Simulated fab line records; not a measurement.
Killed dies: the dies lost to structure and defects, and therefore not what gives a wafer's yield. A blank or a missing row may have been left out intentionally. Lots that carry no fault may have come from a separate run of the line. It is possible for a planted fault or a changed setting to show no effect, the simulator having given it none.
fab line records -- flow sky130 -- part 1 of 2: steps 1 to 26 of 37
[record] lots = 5, wafers = 15, last_day = 49
route steps=708 shown VT_ADJUST_HVTR@133 VT_ADJUST_PCH@143 SONOS_TUNNEL@154 SONOS_ONO@168
lots that met no fault: taken from a fault-free run of the same line
start_h: the number of hours between the record's first day and the start of the first shown wafer of the lot -- wait_h: how many hours have passed since the lot's step before this one -- " the same as in the row above -- L1.1+2: several wafers, shown together as one row -- - no value present, or no start provided -- * or withheld: withheld -- < > ~ a bound
route shown NAME@n: NAME is a module with steps in the file, n the number in the route of the first one -- usual: the fault-free wafers' mean and standard deviation -- same: alike in all rows -- chamber/n: place in a boat -- sites: readings site by site -- _std_site: standard deviation across them -- _edge_site: outer sites' mean less inner sites' -- radius_mm: for every site, how far away it sits from the centre of the wafer -- mask NAME#n: copy n -- behind: the most recent tool/chamber to have shaped the wafer -- hold: why the lot went on hold/how many hours it stayed there/how the hold came to an end -- device: transistor that didn't switch, given as n, p or np -- end of line: tests of these same wafers at the route's end -- a step without rows: its recipe alone -- killed: dies lost to structure and defects at the first sort, not the wafer's yield -- map: the dies of a wafer, with x for killed, . for not killed, _ for no die there
set.NAME: the setting that was run; set.NAME@STEP: the one run at that earlier step -- model.NAME: the simulator's own value behind a step, which no gauge read
lots at some steps of the route; a table a step, a row a wafer
services: the hour from which a tool's chamber was out of use, counted from the record's first day as start_h (under 0 if before that day), plus the number of hours and why
[[steps]]
[step SKY_VT_ADJUST_HVTR_COAT_02]
[recipe] resist = NOVOLAK, spin_rpm = 3000, resist_thk_nm = 1140
[usual] resist_line_temp_C = 23.01/0.097
lot.wafer,tool,chamber,start_h,wait_h,resist_line_temp_C
L080.3,litho_track-03,0,238.12,0.1,22.98
L080.4,litho_track-03,0,238.12,0.1,23.14
L080.6,litho_track-03,0,238.12,0.1,23.00
L085.3,litho_track-04,0,268.91,0.1,22.94
L085.4,litho_track-04,0,268.91,0.1,22.84
L085.6,litho_track-04,0,268.91,0.1,22.97
L089.3,litho_track-01,0,297.28,0.1,23.14
L089.4,litho_track-01,0,297.28,0.1,23.03
L089.5,litho_track-01,0,297.28,0.1,23.16
L091.1,litho_track-03,0,310.47,0.1,23.07
L091.4,litho_track-03,0,310.47,0.1,23.05
L091.6,litho_track-03,0,310.47,0.1,23.09
L093.3,litho_track-03,0,323.42,0.1,23.05
L093.4,litho_track-03,0,323.42,0.1,23.02
L093.5,litho_track-03,0,323.42,0.1,23.15
[step SKY_VT_ADJUST_HVTR_SOFTBAKE_03]
[recipe] temp_c = 90, time_s = 60, resist = NOVOLAK
[usual] resist_line_temp_C = 22.99/0.11
lot.wafer,tool,chamber,start_h,wait_h,resist_line_temp_C
L080.3,litho_track-03,0,238.27,0.1,22.94
L080.4,litho_track-03,0,238.27,0.1,22.83
L080.6,litho_track-03,0,238.27,0.1,22.89
L085.3,litho_track-04,0,269.06,0.1,23.00
L085.4,litho_track-04,0,269.06,0.1,23.10
L085.6,litho_track-04,0,269.06,0.1,22.93
L089.3,litho_track-01,0,297.43,0.1,22.85
L089.4,litho_track-01,0,297.43,0.1,23.03
L089.5,litho_track-01,0,297.43,0.1,22.91
L091.1,litho_track-03,0,310.62,0.1,23.06
L091.4,litho_track-03,0,310.62,0.1,22.86
L091.6,litho_track-03,0,310.62,0.1,23.18
L093.3,litho_track-03,0,323.57,0.1,23.05
L093.4,litho_track-03,0,323.57,0.1,22.94
L093.5,litho_track-03,0,323.57,0.1,23.11
[step SKY_VT_ADJUST_HVTR_EXPOSE_04]
[recipe] mask_id = HVTRM, target_cd_nm = 380, na = 0.6, source_shape = conventional, sigma_outer = 0.6, dose_mj = 150
[same] na = 0.6
lot.wafer,tool,chamber,start_h,wait_h,mask
L080.3+4+6,iline_stepper-01,0,-,-,HVTRM#0
L085.3+4+6,iline_stepper-01,0,-,-,HVTRM#0
L089.3+4+5,iline_stepper-02,0,-,-,HVTRM#0
L091.1+4+6,iline_stepper-02,0,-,-,HVTRM#0
L093.3+4+5,iline_stepper-02,0,-,-,HVTRM#0
[step SKY_VT_ADJUST_HVTR_PEB_05]
[recipe] temp_c = withheld, time_s = *, resist = NOVOLAK
[usual] resist_line_temp_C = *
lot.wafer,tool,chamber,start_h,wait_h,resist_line_temp_C
L080.3,litho_track-01,0,-,-,*
L080.4,litho_track-01,0,-,-,*
L080.6,litho_track-01,0,-,-,*
L085.3,litho_track-04,0,-,-,*
L085.4,litho_track-04,0,-,-,*
L085.6,litho_track-04,0,-,-,*
L089.3,litho_track-04,0,-,-,*
L089.4,litho_track-04,0,-,-,*
L089.5,litho_track-04,0,-,-,*
L091.1,litho_track-04,0,-,-,*
L091.4,litho_track-04,0,-,-,*
L091.6,litho_track-04,0,-,-,*
L093.3,litho_track-01,0,-,-,*
L093.4,litho_track-01,0,-,-,*
L093.5,litho_track-01,0,-,-,*
[step SKY_VT_ADJUST_HVTR_DEVELOP_06]
[recipe] develop_time_s = 60, dev_temp_c = 23
[usual] resist_line_temp_C = 22.99/0.1
lot.wafer,tool,chamber,start_h,wait_h,resist_line_temp_C
L080.3,litho_track-01,0,250.03,0.1,22.96
L080.4,litho_track-01,0,250.03,0.1,22.92
L080.6,litho_track-01,0,250.03,0.1,22.94
L085.3,litho_track-04,0,281.21,0.1,23.00
L085.4,litho_track-04,0,281.21,0.1,22.86
L085.6,litho_track-04,0,281.21,0.1,22.90
L089.3,litho_track-04,0,309.76,0.1,23.15
L089.4,litho_track-04,0,309.76,0.1,23.01
L089.5,litho_track-04,0,309.76,0.1,23.13
L091.1,litho_track-04,0,323.41,0.1,22.96
L091.4,litho_track-04,0,323.41,0.1,23.01
L091.6,litho_track-04,0,323.41,0.1,23.05
L093.3,litho_track-01,0,336.48,0.1,22.94
L093.4,litho_track-01,0,336.48,0.1,23.12
L093.5,litho_track-01,0,336.48,0.1,23.01
[step SKY_VT_ADJUST_HVTR_CD_MEAS_07]
[recipe] target_cd_nm = 380
[usual] cd_nm = 380.6/2.4
lot.wafer,tool,chamber,start_h,wait_h,cd_nm
L080.3,cd_sem-01,-,250.17,0.1,384.3
L080.4,cd_sem-01,-,250.17,0.1,383.4
L080.6,cd_sem-01,-,250.17,0.1,381.8
L085.3,cd_sem-01,-,281.35,0.1,382.2
L085.4,cd_sem-01,-,281.35,0.1,379.0
L085.6,cd_sem-01,-,281.35,0.1,379.7
L089.3,cd_sem-02,-,309.90,0.1,383.5
L089.4,cd_sem-02,-,309.90,0.1,380.8
L089.5,cd_sem-02,-,309.90,0.1,383.3
L091.1,cd_sem-02,-,323.56,0.1,380.5
L091.4,cd_sem-02,-,323.56,0.1,379.8
L091.6,cd_sem-02,-,323.56,0.1,383.7
L093.3,cd_sem-02,-,336.62,0.1,380.8
L093.4,cd_sem-02,-,336.62,0.1,379.1
L093.5,cd_sem-02,-,336.62,0.1,381.1
[step SKY_VT_ADJUST_HVTR_OVL_MEAS_08]
[usual] VT_ADJUST_HVTR_OVL = 1.3/1.2
lot.wafer,tool,chamber,start_h,wait_h,VT_ADJUST_HVTR_OVL[nm]
L080.3,overlay-01,-,250.26,0.1,0.6
L080.4,overlay-01,-,250.26,0.1,2.0
L080.6,overlay-01,-,250.26,0.1,0.2
L085.3,overlay-01,-,281.44,0.1,2.6
L085.4,overlay-01,-,281.44,0.1,2.0
L085.6,overlay-01,-,281.44,0.1,2.1
L089.3,overlay-02,-,309.99,0.1,2.4
L089.4,overlay-02,-,309.99,0.1,2.6
L089.5,overlay-02,-,309.99,0.1,1.6
L091.1,overlay-01,-,323.68,0.1,3.0
L091.4,overlay-01,-,323.68,0.1,0.4
L091.6,overlay-01,-,323.68,0.1,1.9
L093.3,overlay-01,-,336.71,0.1,0.8
L093.4,overlay-01,-,336.71,0.1,1.6
L093.5,overlay-01,-,336.71,0.1,0.2
[step SKY_VT_ADJUST_HVTR_IMPLANT_09]
[recipe] species = B, energy_kev = 10, dose_cm2 = 2.1e+12, tilt_deg = withheld
[usual] beam_energy_keV = 9.9990/0.0028
[same] implant_ion_amu = 11
lot.wafer,tool,chamber,start_h,wait_h,beam_energy_keV
L080.3,implanter-04,0,250.33,0.1,9.9988
L080.4,implanter-04,0,250.33,0.1,10.000
L080.6,implanter-04,0,250.33,0.1,9.9997
L085.3,implanter-04,0,281.51,0.1,9.9954
L085.4,implanter-04,0,281.51,0.1,10.003
L085.6,implanter-04,0,281.51,0.1,10.001
L089.3,implanter-03,0,310.06,0.1,9.9998
L089.4,implanter-03,0,310.06,0.1,9.9972
L089.5,implanter-03,0,310.06,0.1,9.9977
L091.1,implanter-02,0,323.71,0.0,9.9999
L091.4,implanter-02,0,323.71,0.0,9.9996
L091.6,implanter-02,0,323.71,0.0,10.002
L093.3,implanter-03,0,336.78,0.1,10.000
L093.4,implanter-03,0,336.78,0.1,9.9983
L093.5,implanter-03,0,336.78,0.1,9.9998
[step SKY_VT_ADJUST_HVTR_STRIP_10]
[recipe] chemistry = O2/N2, power_w = 1400, pressure_mtorr = 1500, platen_temp_c = withheld, o2_flow_sccm = 3000, n2_flow_sccm = 300, overash_fraction = 0.5
[usual] drypump_motor_current_A = 5.4/0.39, oes_product_au = 0.716/0.0042, strip_time_to_endpoint_s = 14.18/0.036
lot.wafer,tool,chamber,start_h,wait_h,drypump_motor_current_A,oes_product_au,rf_hours_counter_h,strip_time_to_endpoint_s
L080.3,plasma_asher-04,0,250.47,0.1,5.1,0.716,-,14.17
L080.4,plasma_asher-04,1,250.47,0.1,5.3,0.718,-,14.17
L080.6,plasma_asher-04,0,250.47,0.1,5.1,0.717,-,14.21
L085.3,plasma_asher-03,1,281.65,0.1,5.3,0.714,-,14.18
L085.4,plasma_asher-03,0,281.65,0.1,6.1,0.718,-,14.18
L085.6,plasma_asher-03,1,281.65,0.1,5.3,0.707,-,14.19
L089.3,plasma_asher-02,0,310.20,0.1,4.9,0.722,-,14.15
L089.4,plasma_asher-02,1,310.20,0.1,5.7,0.723,-,14.08
L089.5,plasma_asher-02,0,310.20,0.1,4.9,0.715,-,14.16
L091.1,plasma_asher-04,0,323.86,0.1,5.1,0.717,19,14.17
L091.4,plasma_asher-04,1,323.86,0.1,5.4,0.719,-,14.16
L091.6,plasma_asher-04,0,323.86,0.1,5.1,0.714,-,14.16
L093.3,plasma_asher-03,1,336.92,0.1,5.3,0.715,-,14.18
L093.4,plasma_asher-03,0,336.92,0.1,6.1,0.718,-,14.23
L093.5,plasma_asher-03,0,336.92,0.1,6.1,0.710,-,14.25
[step SKY_VT_ADJUST_HVTR_TW_MEAS_11]
[usual] VT_ADJUST_HVTR_TW = 211.0/1.3
lot.wafer,tool,chamber,start_h,wait_h,VT_ADJUST_HVTR_TW
L080.3,film_metro-02,-,250.55,0.1,210.3
L080.4,film_metro-02,-,250.55,0.1,209.3
L080.6,film_metro-02,-,250.55,0.1,209.4
L085.3,film_metro-01,-,281.73,0.1,211.2
L085.4,film_metro-01,-,281.73,0.1,211.4
L085.6,film_metro-01,-,281.73,0.1,211.6
L089.3,film_metro-02,-,310.28,0.1,210.0
L089.4,film_metro-02,-,310.28,0.1,210.5
L089.5,film_metro-02,-,310.28,0.1,210.4
L091.1,film_metro-01,-,323.96,0.1,210.7
L091.4,film_metro-01,-,323.96,0.1,211.2
L091.6,film_metro-01,-,323.96,0.1,210.4
L093.3,film_metro-01,-,337.00,0.1,208.8
L093.4,film_metro-01,-,337.00,0.1,210.3
L093.5,film_metro-01,-,337.00,0.1,210.1
[step SKY_VT_ADJUST_PCH_DEHYDRATE_00]
[recipe] temp_c = 200, time_s = 60
[usual] resist_line_temp_C = 23.02/0.11
lot.wafer,tool,chamber,start_h,wait_h,resist_line_temp_C
L080.3,litho_track-01,0,262.08,11.5,23.13
L080.4,litho_track-01,0,262.08,11.5,22.99
L080.6,litho_track-01,0,262.08,11.5,22.87
L085.3,litho_track-03,0,292.97,11.2,22.99
L085.4,litho_track-03,0,292.97,11.2,23.05
L085.6,litho_track-03,0,292.97,11.2,23.08
L089.3,litho_track-01,0,322.43,12.1,23.22
L089.4,litho_track-01,0,322.43,12.1,23.00
L089.5,litho_track-01,0,322.43,12.1,23.00
L091.1,litho_track-02,0,336.56,12.6,23.07
L091.4,litho_track-02,0,336.56,12.6,23.10
L091.6,litho_track-02,0,336.56,12.6,23.19
L093.3,litho_track-02,0,348.86,11.9,23.04
L093.4,litho_track-02,0,348.86,11.9,22.98
L093.5,litho_track-02,0,348.86,11.9,23.02
[step SKY_VT_ADJUST_PCH_HMDS_01]
[recipe] prime_time_s = 60, prime_temp_c = 120
[usual] resist_line_temp_C = 22.99/0.1
lot.wafer,tool,chamber,start_h,wait_h,resist_line_temp_C
L080.3,litho_track-01,0,262.23,0.1,22.76
L080.4,litho_track-01,0,262.23,0.1,22.83
L080.6,litho_track-01,0,262.23,0.1,22.91
L085.3,litho_track-03,0,293.12,0.1,22.88
L085.4,litho_track-03,0,293.12,0.1,23.03
L085.6,litho_track-03,0,293.12,0.1,22.77
L089.3,litho_track-01,0,322.58,0.1,22.97
L089.4,litho_track-01,0,322.58,0.1,23.05
L089.5,litho_track-01,0,322.58,0.1,22.95
L091.1,litho_track-02,0,336.71,0.1,22.89
L091.4,litho_track-02,0,336.71,0.1,22.91
L091.6,litho_track-02,0,336.71,0.1,23.05
L093.3,litho_track-02,0,349.01,0.1,23.02
L093.4,litho_track-02,0,349.01,0.1,22.94
L093.5,litho_track-02,0,349.01,0.1,22.87
[step SKY_VT_ADJUST_PCH_COAT_02]
[recipe] spin_rpm = 2000, resist_thk_nm = 3000
[usual] resist_line_temp_C = 22.97/0.12
lot.wafer,tool,chamber,start_h,wait_h,resist_line_temp_C
L080.3,litho_track-01,0,262.38,0.1,22.94
L080.4,litho_track-01,0,262.38,0.1,22.87
L080.6,litho_track-01,0,262.38,0.1,22.99
L085.3,litho_track-03,0,293.27,0.1,22.93
L085.4,litho_track-03,0,293.27,0.1,23.07
L085.6,litho_track-03,0,293.27,0.1,23.01
L089.3,litho_track-01,0,322.73,0.1,22.85
L089.4,litho_track-01,0,322.73,0.1,22.84
L089.5,litho_track-01,0,322.73,0.1,22.78
L091.1,litho_track-02,0,336.86,0.1,23.00
L091.4,litho_track-02,0,336.86,0.1,22.88
L091.6,litho_track-02,0,336.86,0.1,22.74
L093.3,litho_track-02,0,349.16,0.1,22.98
L093.4,litho_track-02,0,349.16,0.1,22.99
L093.5,litho_track-02,0,349.16,0.1,23.16
[step SKY_VT_ADJUST_PCH_SOFTBAKE_03]
[recipe] temp_c = 110, time_s = withheld
[usual] resist_line_temp_C = 22.99/0.1
lot.wafer,tool,chamber,start_h,wait_h,resist_line_temp_C
L080.3,litho_track-01,0,262.54,0.1,23.00
L080.4,litho_track-01,0,262.54,0.1,22.89
L080.6,litho_track-01,0,262.54,0.1,22.96
L085.3,litho_track-03,0,293.43,0.1,22.92
L085.4,litho_track-03,0,293.43,0.1,22.90
L085.6,litho_track-03,0,293.43,0.1,22.88
L089.3,litho_track-01,0,322.89,0.1,22.98
L089.4,litho_track-01,0,322.89,0.1,22.90
L089.5,litho_track-01,0,322.89,0.1,22.88
L091.1,litho_track-02,0,337.01,0.1,23.01
L091.4,litho_track-02,0,337.01,0.1,22.93
L091.6,litho_track-02,0,337.01,0.1,22.92
L093.3,litho_track-02,0,349.33,0.1,22.98
L093.4,litho_track-02,0,349.33,0.1,23.01
L093.5,litho_track-02,0,349.33,0.1,22.97
[step SKY_VT_ADJUST_PCH_EXPOSE_04]
[recipe] mask_id = NWM, na = 0.6, source_shape = conventional, sigma_outer = 0.6, polarization = unpolarized, target_cd_nm = 840, dose_mj = 255
[same] na = 0.6
lot.wafer,tool,chamber,start_h,wait_h,mask
L080.3+4+6,iline_stepper-01,0,-,-,NWM#0
L085.3+4+6,iline_stepper-02,0,-,-,NWM#0
L089.3+4+5,iline_stepper-02,0,-,-,NWM#0
L091.1+4+6,iline_stepper-02,0,-,-,NWM#0
L093.3+4+5,iline_stepper-01,0,-,-,NWM#0
[step SKY_VT_ADJUST_PCH_PEB_05]
[recipe] temp_c = 115, time_s = withheld
[usual] resist_line_temp_C = 22.99/0.1
lot.wafer,tool,chamber,start_h,wait_h,resist_line_temp_C
L080.3,litho_track-03,0,-,-,23.02
L080.4,litho_track-03,0,-,-,23.05
L080.6,litho_track-03,0,-,-,22.93
L085.3,litho_track-02,0,-,-,23.14
L085.4,litho_track-02,0,-,-,22.89
L085.6,litho_track-02,0,-,-,22.90
L089.3,litho_track-03,0,-,-,22.74
L089.4,litho_track-03,0,-,-,23.07
L089.5,litho_track-03,0,-,-,22.98
L091.1,litho_track-01,0,-,-,22.92
L091.4,litho_track-01,0,-,-,23.02
L091.6,litho_track-01,0,-,-,23.04
L093.3,litho_track-01,0,-,-,22.92
L093.4,litho_track-01,0,-,-,23.09
L093.5,litho_track-01,0,-,-,23.09
[step SKY_VT_ADJUST_PCH_DEVELOP_06]
[recipe] wall_angle_deg = 90, developer = TMAH, develop_time_s = 60, dev_temp_c = 23
[usual] resist_line_temp_C = 22.99/0.1
lot.wafer,tool,chamber,start_h,wait_h,resist_line_temp_C
L080.3,litho_track-03,0,-,-,23.07
L080.4,litho_track-03,0,-,-,22.97
L080.6,litho_track-03,0,-,-,22.94
L085.3,litho_track-02,0,-,-,22.94
L085.4,litho_track-02,0,-,-,22.92
L085.6,litho_track-02,0,-,-,22.92
L089.3,litho_track-03,0,-,-,22.90
L089.4,litho_track-03,0,-,-,23.15
L089.5,litho_track-03,0,-,-,22.90
L091.1,litho_track-01,0,-,-,23.05
L091.4,litho_track-01,0,-,-,23.05
L091.6,litho_track-01,0,-,-,23.01
L093.3,litho_track-01,0,-,-,22.99
L093.4,litho_track-01,0,-,-,23.13
L093.5,litho_track-01,0,-,-,23.10
[step SKY_VT_ADJUST_PCH_OVL_MEAS_07]
[usual] VT_ADJUST_PCH_OVL = -0.9/1.2
lot.wafer,tool,chamber,start_h,wait_h,VT_ADJUST_PCH_OVL[nm]
L080.3,overlay-02,-,274.03,-,-0.9
L080.4,overlay-02,-,274.03,-,-0.3
L080.6,overlay-02,-,274.03,-,-1.8
L085.3,overlay-01,-,306.36,-,-3.1
L085.4,overlay-01,-,306.36,-,-2.2
L085.6,overlay-01,-,306.36,-,-2.4
L089.3,overlay-02,-,335.88,-,-1.0
L089.4,overlay-02,-,335.88,-,-0.8
L089.5,overlay-02,-,335.88,-,-1.7
L091.1,overlay-01,-,349.88,-,-1.1
L091.4,overlay-01,-,349.88,-,-0.5
L091.6,overlay-01,-,349.88,-,0.2
L093.3,overlay-01,-,361.44,-,-1.3
L093.4,overlay-01,-,361.44,-,-1.2
L093.5,overlay-01,-,361.44,-,-1.8
[step SKY_VT_ADJUST_PCH_IMPLANT_08]
[recipe] species = B, energy_kev = 10, dose_cm2 = 5e+11, tilt_deg = withheld
[usual] beam_energy_keV = 10.000/0.0032
[same] implant_ion_amu = 11
lot.wafer,tool,chamber,start_h,wait_h,beam_energy_keV
L080.3,implanter-02,0,274.10,0.1,9.998
L080.4,implanter-02,0,274.10,0.1,9.998
L080.6,implanter-02,0,274.10,0.1,9.997
L085.3,implanter-01,0,306.43,0.1,10.003
L085.4,implanter-01,0,306.43,0.1,10.000
L085.6,implanter-01,0,306.43,0.1,10.002
L089.3,implanter-01,0,335.95,0.1,9.995
L089.4,implanter-01,0,335.95,0.1,9.997
L089.5,implanter-01,0,335.95,0.1,10.001
L091.1,implanter-01,0,349.91,0.0,10.002
L091.4,implanter-01,0,349.91,0.0,10.000
L091.6,implanter-01,0,349.91,0.0,10.003
L093.3,implanter-03,0,361.51,0.1,10.005
L093.4,implanter-03,0,361.51,0.1,10.006
L093.5,implanter-03,0,361.51,0.1,10.006
[step SKY_VT_ADJUST_PCH_STRIP_09]
[recipe] chemistry = O2/N2, power_w = 1400, pressure_mtorr = 1500, platen_temp_c = withheld, o2_flow_sccm = 3000, n2_flow_sccm = 300, overash_fraction = 0.5
[usual] drypump_motor_current_A = 5.4/0.39, oes_product_au = 0.723/0.0046, strip_time_to_endpoint_s = 36.91/0.11
lot.wafer,tool,chamber,start_h,wait_h,drypump_motor_current_A,oes_product_au,rf_hours_counter_h,strip_time_to_endpoint_s
L080.3,plasma_asher-03,1,274.24,0.1,5.3,0.720,-,36.92
L080.4,plasma_asher-03,0,274.24,0.1,6.1,0.723,-,37.05
L080.6,plasma_asher-03,1,274.24,0.1,5.3,0.724,-,36.99
L085.3,plasma_asher-03,1,306.56,0.1,5.3,0.721,-,36.85
L085.4,plasma_asher-03,0,306.56,0.1,6.1,0.720,-,36.87
L085.6,plasma_asher-03,1,306.56,0.1,5.3,0.723,-,36.86
L089.3,plasma_asher-04,1,336.09,0.1,5.4,0.727,-,37.05
L089.4,plasma_asher-04,0,336.09,0.1,5.1,0.727,-,36.98
L089.5,plasma_asher-04,0,336.09,0.1,5.1,0.719,-,37.10
L091.1,plasma_asher-04,0,350.06,0.1,5.1,0.718,21,37.06
L091.4,plasma_asher-04,1,350.06,0.1,5.4,0.721,-,36.98
L091.6,plasma_asher-04,1,350.06,0.1,5.4,0.730,-,37.02
L093.3,plasma_asher-04,1,361.65,0.1,5.4,0.716,-,36.77
L093.4,plasma_asher-04,0,361.65,0.1,5.1,0.727,-,36.81
L093.5,plasma_asher-04,0,361.65,0.1,5.1,0.722,-,36.68
[step SKY_VT_ADJUST_PCH_TW_MEAS_10]
[usual] VT_ADJUST_PCH_TW = 142.9/0.86
lot.wafer,tool,chamber,start_h,wait_h,VT_ADJUST_PCH_TW
L080.3,film_metro-02,-,274.32,0.1,142.6
L080.4,film_metro-02,-,274.32,0.1,142.2
L080.6,film_metro-02,-,274.32,0.1,142.5
L085.3,film_metro-02,-,306.65,0.1,142.1
L085.4,film_metro-02,-,306.65,0.1,142.6
L085.6,film_metro-02,-,306.65,0.1,141.9
L089.3,film_metro-02,-,336.17,0.1,141.7
L089.4,film_metro-02,-,336.17,0.1,141.4
L089.5,film_metro-02,-,336.17,0.1,141.2
L091.1,film_metro-04,-,350.16,0.1,142.1
L091.4,film_metro-04,-,350.16,0.1,142.1
L091.6,film_metro-04,-,350.16,0.1,142.9
L093.3,film_metro-03,-,361.73,0.1,143.3
L093.4,film_metro-03,-,361.73,0.1,143.6
L093.5,film_metro-03,-,361.73,0.1,143.6
[step SKY_SONOS_TUNNEL_DEHYDRATE_00]
[recipe] temp_c = 200, time_s = 60
[usual] resist_line_temp_C = 23.01/0.11
lot.wafer,tool,chamber,start_h,wait_h,resist_line_temp_C
L080.3,litho_track-02,0,284.86,10.5,23.02
L080.4,litho_track-02,0,284.86,10.5,23.01
L080.6,litho_track-02,0,284.86,10.5,23.07
L085.3,litho_track-04,0,318.41,11.7,23.06
L085.4,litho_track-04,0,318.41,11.7,22.89
L085.6,litho_track-04,0,318.41,11.7,23.08
L089.3,litho_track-02,0,348.26,12.1,23.15
L089.4,litho_track-02,0,348.26,12.1,23.12
L089.5,litho_track-02,0,348.26,12.1,23.05
L091.1,litho_track-02,0,362.16,12.0,22.93
L091.4,litho_track-02,0,362.16,12.0,22.92
L091.6,litho_track-02,0,362.16,12.0,22.95
L093.3,litho_track-04,0,376.11,14.4,22.92
L093.4,litho_track-04,0,376.11,14.4,22.92
L093.5,litho_track-04,0,376.11,14.4,23.21
[step SKY_SONOS_TUNNEL_HMDS_01]
[recipe] prime_time_s = 60, prime_temp_c = 120
[usual] resist_line_temp_C = 22.99/0.12
lot.wafer,tool,chamber,start_h,wait_h,resist_line_temp_C
L080.3,litho_track-02,0,285.01,0.1,22.97
L080.4,litho_track-02,0,285.01,0.1,23.02
L080.6,litho_track-02,0,285.01,0.1,23.03
L085.3,litho_track-04,0,318.56,0.1,22.96
L085.4,litho_track-04,0,318.56,0.1,22.96
L085.6,litho_track-04,0,318.56,0.1,23.04
L089.3,litho_track-02,0,348.41,0.1,23.03
L089.4,litho_track-02,0,348.41,0.1,23.09
L089.5,litho_track-02,0,348.41,0.1,23.13
L091.1,litho_track-02,0,362.31,0.1,23.00
L091.4,litho_track-02,0,362.31,0.1,23.33
L091.6,litho_track-02,0,362.31,0.1,23.02
L093.3,litho_track-04,0,376.26,0.1,22.84
L093.4,litho_track-04,0,376.26,0.1,23.14
L093.5,litho_track-04,0,376.26,0.1,23.04
[step SKY_SONOS_TUNNEL_COAT_02]
[recipe] resist = NOVOLAK, spin_rpm = 3000, resist_thk_nm = 1140
[usual] resist_line_temp_C = 23.00/0.12
lot.wafer,tool,chamber,start_h,wait_h,resist_line_temp_C
L080.3,litho_track-02,0,285.16,0.1,22.95
L080.4,litho_track-02,0,285.16,0.1,23.00
L080.6,litho_track-02,0,285.16,0.1,22.92
L085.3,litho_track-04,0,318.71,0.1,23.08
L085.4,litho_track-04,0,318.71,0.1,23.02
L085.6,litho_track-04,0,318.71,0.1,23.18
L089.3,litho_track-02,0,348.56,0.1,22.94
L089.4,litho_track-02,0,348.56,0.1,23.14
L089.5,litho_track-02,0,348.56,0.1,23.06
L091.1,litho_track-02,0,362.46,0.1,22.80
L091.4,litho_track-02,0,362.46,0.1,22.91
L091.6,litho_track-02,0,362.46,0.1,22.96
L093.3,litho_track-04,0,376.41,0.1,22.94
L093.4,litho_track-04,0,376.41,0.1,22.92
L093.5,litho_track-04,0,376.41,0.1,22.81
[step SKY_SONOS_TUNNEL_SOFTBAKE_03]
[recipe] temp_c = 90, time_s = 60, resist = NOVOLAK
[usual] resist_line_temp_C = 23.03/0.1
lot.wafer,tool,chamber,start_h,wait_h,resist_line_temp_C
L080.3,litho_track-02,0,285.31,0.1,22.91
L080.4,litho_track-02,0,285.31,0.1,22.79
L080.6,litho_track-02,0,285.31,0.1,22.72
L085.3,litho_track-04,0,318.86,0.1,23.10
L085.4,litho_track-04,0,318.86,0.1,22.99
L085.6,litho_track-04,0,318.86,0.1,23.08
L089.3,litho_track-02,0,348.71,0.1,23.11
L089.4,litho_track-02,0,348.71,0.1,23.22
L089.5,litho_track-02,0,348.71,0.1,23.12
L091.1,litho_track-02,0,362.61,0.1,23.12
L091.4,litho_track-02,0,362.61,0.1,23.07
L091.6,litho_track-02,0,362.61,0.1,23.19
L093.3,litho_track-04,0,376.56,0.1,23.15
L093.4,litho_track-04,0,376.56,0.1,23.00
L093.5,litho_track-04,0,376.56,0.1,22.99
[step SKY_SONOS_TUNNEL_EXPOSE_04]
[recipe] mask_id = TUNM, na = 0.6, source_shape = conventional, sigma_outer = 0.6, polarization = unpolarized, target_cd_nm = 410, dose_mj = 136
[same] na = 0.6
lot.wafer,tool,chamber,start_h,wait_h,mask
L080.3+4+6,iline_stepper-02,0,-,-,TUNM#0
L085.3+4+6,iline_stepper-02,0,-,-,TUNM#0
L089.3+4+5,iline_stepper-02,0,-,-,TUNM#0
L091.1+4+6,iline_stepper-01,0,-,-,TUNM#0
L093.3+4+5,iline_stepper-01,0,-,-,TUNM#0
